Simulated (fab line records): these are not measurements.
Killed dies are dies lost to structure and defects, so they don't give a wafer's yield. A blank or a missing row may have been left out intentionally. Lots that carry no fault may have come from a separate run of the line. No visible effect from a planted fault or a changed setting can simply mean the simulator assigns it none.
2 desks, one fault -- flow gf180mcu -- every desk sees just its own numbers, and what lay behind them comes last

DESK OF THE TOOL OWNER: implanter-01
For each lot that ran on this tool, the mean over its sampled wafers that have a number, from the tool's own readings at GF_HV_LDD_IMPLANT_35. If a lot's mean is further than 4 standard deviations from the usual mean, the lot is out of limits and carries the mark OUT (the distance appears in the brackets).
Columns: A = end station pressure torr at GF_HV_LDD_IMPLANT_35, usual 4.99e-06 Torr; B = rotation deg at GF_HV_LDD_IMPLANT_35, usual 180.00 degrees
lot,first seen here,A,B
L204,day 13 03:27,5.00e-06,179.97
L206,day 13 22:51,4.98e-06,180.02
L207,day 14 00:47,4.90e-06,179.99
L218,day 17 19:41,5.05e-06,274.94 (+99 or more) OUT
L221,day 18 19:44,5.09e-06,274.91 (+99 or more) OUT
This desk finds L218, L221 out of limits, L218 being first, at day 17 19:41 (rotation deg at GF_HV_LDD_IMPLANT_35). L204, L206, L207 stayed within limits.

THE METROLOGY DESK
What the gauges read, lot by lot, whatever tool the lot ran on: means of the sampled wafers that have a number. If a lot's mean is further than 4 standard deviations from the usual mean, the lot is out of limits and carries the mark OUT (the distance appears in the brackets).
Columns: A = HV_LDD_2_TW at GF_HV_LDD_TW_MEAS_23, usual 1061; B = cd nm at GF_HV_LDD_CD_MEAS_31, usual 399.5 nm; C = HV_LDD_02_OVL at GF_HV_LDD_OVL_MEAS_32, usual -0.9 nm
lot,first seen here,A,B,C
L204,day 12 07:20,1054,395.9,-2.9
L206,day 13 02:41,1041,403.7,0.3
L207,day 13 04:00,1078,400.4,0.3
L218,day 16 20:18,1051,404.5,-1.3
L220,day 17 16:59,1053,398.2,0.0
L221,day 17 19:47,1040,401.0,0.1
This desk found nothing out of limits on any of the 6 lots.

TAKEN TOGETHER
The tool owner's desk could have raised an alarm at day 17 19:41, on L218, L221.
From the metrology desk's view, nothing was out of limits.
The metrology desk has L218, L221 on record, within its limits.
On implanter-01, each named lot ran GF_HV_LDD_IMPLANT_35.

WHAT THE SIMULATOR HAD PUT IN
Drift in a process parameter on implanter-01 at GF_HV_LDD_IMPLANT_35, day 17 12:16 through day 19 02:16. Setting rotation deg shifted by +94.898 from 180. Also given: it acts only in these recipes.
Lots struck among those shown: L218, L221.
Hours from the fault's start to each desk's first reading out of limits: the tool owner's desk, 7.
